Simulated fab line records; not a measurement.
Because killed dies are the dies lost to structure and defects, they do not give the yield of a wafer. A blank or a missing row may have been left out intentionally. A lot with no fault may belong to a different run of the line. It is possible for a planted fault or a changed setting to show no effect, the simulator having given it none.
Chamber matching | flow gf180mcu | 3 sister chambers for GF_PASSIVATION_CVD_02 on pecvd-03
The step deposits Si3N4, target thk 700 nm, time 486.18 s. 16 wafers are shown with their chamber, then 8 later ones without.

== WAFERS WITH THEIR CHAMBER ==
wafer  | chamber | heaterPowerW (W)
L795.3 | 1       | 647
L795.4 | 1       | 715
L795.5 | 0       | 691
L797.1 | 1       | 777
L797.2 | 0       | 739
L797.6 | 1       | 782
L798.1 | 2       | 724
L798.3 | 1       | 667
L798.5 | 2       | 759
L799.1 | 0       | 722
L799.2 | 1       | 750
L799.5 | 0       | 589
L801.2 | 1       | 779
L801.4 | 1       | 783
L801.6 | 0       | 715
L805.1 | 1       | 746

SIGNATURES (averages over the wafers above)
reading      | chamber 0 | chamber 1 | chamber 2 | scatter within a chamber
heaterPowerW | 691.20    | 738.44    | 741.50    | 52.7
Rule: for each reading, subtract the chamber's mean from the wafer's reading, divide by that reading's scatter and square the result; add these up over the readings and take the root, which gives the wafer's distance from the chamber. The wafer belongs to the nearest chamber; if the next one is less than 2 further off, it can't be placed. The scatter: the root of (the sum of the squares of (reading less its chamber's mean) over the shown wafers, divided by (wafers less chambers)).

== WAFERS WITHOUT THEIR CHAMBER ==
wafer  | heaterPowerW (W)
L805.2 | 691
L805.5 | 757
L811.2 | 723
L811.3 | 733
L811.4 | 649
L812.3 | 728
L812.4 | 685
L812.6 | 814

== CHAMBER TAKEN BY EACH ==
wafer  | from the rows above          | in truth
L805.2 | can't be placed: 0 or 1 or 2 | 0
L805.5 | can't be placed: 2 or 1 or 0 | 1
L811.2 | can't be placed: 1 or 2 or 0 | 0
L811.3 | can't be placed: 1 or 2 or 0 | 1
L811.4 | can't be placed: 0 or 1 or 2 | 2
L812.3 | can't be placed: 1 or 2 or 0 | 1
L812.4 | can't be placed: 0 or 1 or 2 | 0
L812.6 | can't be placed: 2 or 1 or 0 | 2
0 of 8 placed correctly. Cannot be placed on the basis of these rows: 8; the candidates contain the true chamber in 8. Wrongly placed: 0.
